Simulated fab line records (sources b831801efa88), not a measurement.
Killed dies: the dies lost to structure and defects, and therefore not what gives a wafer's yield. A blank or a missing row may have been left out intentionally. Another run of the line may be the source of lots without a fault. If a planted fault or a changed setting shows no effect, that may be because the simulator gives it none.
fab line records ; flow sky130
[record] lots = 7; wafers = 21; last_day = 50
route steps=708 shown SONOS_TUNNEL@156 SONOS_ONO@168
lots that met no fault: taken from a fault-free run of the same line
start_h: hours from the record's opening day to when the first of the lot's shown wafers began ; wait_h: hours elapsed since this lot's preceding step ; " same as the row above ; L1.1+2: several wafers, shown together as one row ; - either no value or no given start ; * or withheld: withheld ; < > ~ a bound
route shown NAME@n: names a module that has steps shown in the file, with the first one's number in the route ; usual: mean/standard deviation taken from wafers without a fault ; same: alike in all rows ; chamber/n: place in a boat ; sites: the reading at each site ; _std_site: the standard deviation of these ; _edge_site: outer sites' mean less inner sites' ; radius_mm: how far each site lies from the wafer's centre ; mask NAME#n: copy n ; behind: the last tool/chamber to shape the wafer ; hold: what put the lot on hold/how long, in hours/how the hold closed ; device: the n, p or np transistor that did not switch ; end of line: tests run on the same wafers once the route is complete ; a step with no rows: only its recipe ; killed: dies lost to structure and defects at the first sort, not the wafer's yield ; map: a wafer's dies, marking killed ones x, the rest . and places with no die _
set.NAME: the setting that was run; set.NAME@STEP: the one run at that earlier step ; model.NAME: the simulator's own value behind a step, which no gauge read
lots at some steps of the route; a table a step, a row a wafer
services: a tool's chamber out of use, with start hour (start_h, from the record's first day; less than 0 if before it), hours out, and reason
[[steps]]
[step SKY_SONOS_TUNNEL_COAT_02]
[recipe] resist = NOVOLAK; spin_rpm = 3000; resist_thk_nm = 1140
[step SKY_SONOS_TUNNEL_SOFTBAKE_03]
[recipe] temp_c = 90; time_s = 60; resist = NOVOLAK
[step SKY_SONOS_TUNNEL_EXPOSE_04]
[recipe] mask_id = TUNM; na = 0.6; source_shape = conventional; sigma_outer = 0.6; polarization = unpolarized; target_cd_nm = 410; dose_mj = 136
[step SKY_SONOS_TUNNEL_PEB_05]
[recipe] temp_c = withheld; time_s = *; resist = NOVOLAK
[step SKY_SONOS_TUNNEL_DEVELOP_06]
[recipe] resist = NOVOLAK; developer = TMAH; develop_time_s = 60; dev_temp_c = 23
[step SKY_SONOS_TUNNEL_CD_MEAS_07]
[recipe] target_cd_nm = 410
[usual] cd_nm = 410.1/2.1
lot.wafer;tool;chamber;start_h;wait_h;cd_nm
L537.2;cd_sem-01;-;290.11;0.1;409.4
L537.3;cd_sem-01;-;290.11;0.1;409.2
L537.6;cd_sem-01;-;290.11;0.1;408.2
L540.2;cd_sem-01;-;306.26;0.1;409.2
L540.4;cd_sem-01;-;306.26;0.1;406.4
L540.6;cd_sem-01;-;306.26;0.1;408.1
L546.1;cd_sem-01;-;349.79;0.1;406.9
L546.3;cd_sem-01;-;349.79;0.1;409.2
L546.5;cd_sem-01;-;349.79;0.1;406.5
L547.1;cd_sem-01;-;355.49;0.1;409.5
L547.2;cd_sem-01;-;355.49;0.1;410.6
L547.5;cd_sem-01;-;355.49;0.1;410.7
L548.1;cd_sem-01;-;373.49;0.1;415.9
L548.4;cd_sem-01;-;373.49;0.1;414.1
L548.6;cd_sem-01;-;373.49;0.1;413.6
L555.3;cd_sem-02;-;421.43;0.1;410.6
L555.4;cd_sem-02;-;421.43;0.1;408.3
L555.6;cd_sem-02;-;421.43;0.1;411.9
L556.3;cd_sem-02;-;439.08;0.1;409.1
L556.5;cd_sem-02;-;439.08;0.1;410.3
L556.6;cd_sem-02;-;439.08;0.1;408.5
[step SKY_SONOS_TUNNEL_OVL_MEAS_08]
[usual] SONOS_TUNNEL_OVL = -0.1/1.4
lot.wafer;tool;chamber;start_h;wait_h;SONOS_TUNNEL_OVL[nm]
L537.2;overlay-01;-;290.22;0.1;-0.7
L537.3;overlay-01;-;290.22;0.1;-0.5
L537.6;overlay-01;-;290.22;0.1;-1.7
L540.2;overlay-01;-;306.36;0.1;-1.3
L540.4;overlay-01;-;306.36;0.1;-2.1
L540.6;overlay-01;-;306.36;0.1;-1.2
L546.1;overlay-02;-;349.91;0.1;-1.6
L546.3;overlay-02;-;349.91;0.1;0.2
L546.5;overlay-02;-;349.91;0.1;-0.8
L547.1;overlay-01;-;355.61;0.1;1.0
L547.2;overlay-01;-;355.61;0.1;0.4
L547.5;overlay-01;-;355.61;0.1;2.7
L548.1;overlay-01;-;373.61;0.1;1.9
L548.4;overlay-01;-;373.61;0.1;4.2
L548.6;overlay-01;-;373.61;0.1;1.1
L555.3;overlay-01;-;421.52;0.1;-1.2
L555.4;overlay-01;-;421.52;0.1;0.1
L555.6;overlay-01;-;421.52;0.1;-0.2
L556.3;overlay-02;-;439.17;0.1;1.2
L556.5;overlay-02;-;439.17;0.1;0.0
L556.6;overlay-02;-;439.17;0.1;-0.5
[step SKY_SONOS_TUNNEL_IMPLANT_09]
[recipe] species = B; energy_kev = 20; dose_cm2 = 1e+12; tilt_deg = withheld
[step SKY_SONOS_TUNNEL_WET_ETCH_10]
[recipe] chemistry = dHF; target_depth_nm = 14; target = SiO2; dilution = 100:1; temp_c = 25; time_s = 280
[step SKY_SONOS_TUNNEL_STRIP_11]
[recipe] chemistry = SPM; time_s = 600; temp_c = 130
[step SKY_SONOS_TUNNEL_TW_MEAS_12]
[usual] SONOS_TUNNEL_TW = 199.0/2.6
lot.wafer;tool;chamber;start_h;wait_h;SONOS_TUNNEL_TW
L537.2;film_metro-01;-;290.85;0.0;197.3
L537.3;film_metro-01;-;290.85;0.0;197.3
L537.6;film_metro-01;-;290.85;0.0;196.8
L540.2;film_metro-01;-;306.92;0.0;198.3
L540.4;film_metro-01;-;306.92;0.0;198.9
L540.6;film_metro-01;-;306.92;0.0;197.8
L546.1;film_metro-01;-;350.35;0.0;197.9
L546.3;film_metro-01;-;350.35;0.0;198.0
L546.5;film_metro-01;-;350.35;0.0;199.6
L547.1;film_metro-04;-;356.06;0.0;201.7
L547.2;film_metro-04;-;356.06;0.0;201.0
L547.5;film_metro-04;-;356.06;0.0;203.1
L548.1;film_metro-02;-;374.06;0.0;196.2
L548.4;film_metro-02;-;374.06;0.0;195.5
L548.6;film_metro-02;-;374.06;0.0;195.6
L555.3;film_metro-01;-;422.16;0.0;198.3
L555.4;film_metro-01;-;422.16;0.0;199.4
L555.6;film_metro-01;-;422.16;0.0;198.6
L556.3;film_metro-04;-;439.65;0.0;202.0
L556.5;film_metro-04;-;439.65;0.0;201.5
L556.6;film_metro-04;-;439.65;0.0;201.9
[step SKY_SONOS_TUNNEL_CLEAN_13]
[recipe] chemistry = dHF; time_s = 20; dilution = 100:1; dry = ipa_marangoni
[step SKY_SONOS_ONO_OXIDATION_00]
[recipe] temp_c = 800; ambient = O2; idle_temp_c = 700; ramp_up_c_per_min = 10; ramp_down_c_per_min = 3; stabilise_s = 600; purge_s = 300; target_thk_a = 26; ox_time_s = 1249
[usual] ox_temp_c = 800.0/0.38; ox_temp_c_max = 803.5/0.68; spike_tc_lower_C = 801.1/1.2
lot.wafer;tool;chamber;start_h;wait_h;ox_temp_c;ox_temp_c_max;spike_tc_lower_C
L537.2;furnace-01;0;292.10;1.2;800.7;803.7;801.5
L537.3;furnace-01;0;292.10;1.2;799.7;802.6;801.6
L537.6;furnace-01;0;292.10;1.2;800.3;803.3;800.3
L540.2;furnace-02;0;309.74;2.8;800.1;803.2;801.1
L540.4;furnace-02;0;309.74;2.8;799.9;802.8;800.2
L540.6;furnace-02;0;309.74;2.8;800.0;804.6;802.4
L546.1;furnace-02;-;353.43;3.0;-;-;-
L546.3;furnace-02;-;353.43;3.0;-;-;-
L546.5;furnace-02;-;353.43;3.0;-;-;-
L547.1;furnace-02;-;361.80;5.7;-;-;-
L547.2;furnace-02;-;361.80;5.7;-;-;-
L547.5;furnace-02;-;361.80;5.7;-;-;-
L548.1;furnace-02;-;378.59;4.5;-;-;-
L548.4;furnace-02;-;378.59;4.5;-;-;-
L548.6;furnace-02;-;378.59;4.5;-;-;-
L555.3;furnace-02;0;423.15;0.9;800.3;804.1;801.3
L555.4;furnace-02;0;423.15;0.9;800.3;804.0;802.0
L555.6;furnace-02;0;423.15;0.9;799.9;804.3;804.3
L556.3;furnace-02;0;439.70;0.0;799.5;802.9;801.2
L556.5;furnace-02;0;439.70;0.0;799.9;802.6;803.1
L556.6;furnace-02;0;439.70;0.0;799.7;803.0;801.9
[step SKY_SONOS_ONO_CVD_02]
[recipe] material = Si3N4; precursor = DCS/NH3; target_thk_nm = 10.5; temp_c = 770; time_s = 180; pressure_mtorr = 250
[[services]]
tool;chamber;start_h;hours;kind
furnace-02;-;279.29;3.6;pm
furnace-01;-;305.36;4.8;pm
furnace-01;-;349.70;39.2;repair
furnace-02;-;417.88;3.7;pm
[[key]]
[first_sign] step = SKY_SONOS_ONO_OXIDATION_00; reading = tool_record; direction = missing
effect none on later readings
met_at SKY_SONOS_ONO_OXIDATION_00
struck_wafers L546.1,L546.3,L546.5,L547.1,L547.2,L547.5,L548.1,L548.4,L548.6
later_rows_left_out L546.1,L546.3,L546.5,L547.1,L547.2,L547.5,L548.1,L548.4,L548.6
sort_left_out L546.1,L546.3,L546.5,L547.1,L547.2,L547.5,L548.1,L548.4,L548.6
tester_left_out L546,L547,L548
onset_between 309.74 353.43
[fault] kind = skipped_step_whole; tool = furnace-02; chamber = -; onset_h = 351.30; steps = SKY_SONOS_ONO_OXIDATION_00; scope = struck_lots_only
// tester_left_out: of these lots the tester's yield and bins aren't shown, on N5 and GAA mostly nor the transistor test; their killed dies are dies lost to structure and defects alone, not to doping, threshold or leakage, so they don't give the yield
// sort_left_out: the simulated sort isn't trusted on such a fault, so these wafers' sort isn't shown, and their yield isn't known
// later_rows_left_out: the simulator's readings of these wafers behind a module that went badly wrong aren't trusted and aren't shown, but for the sort
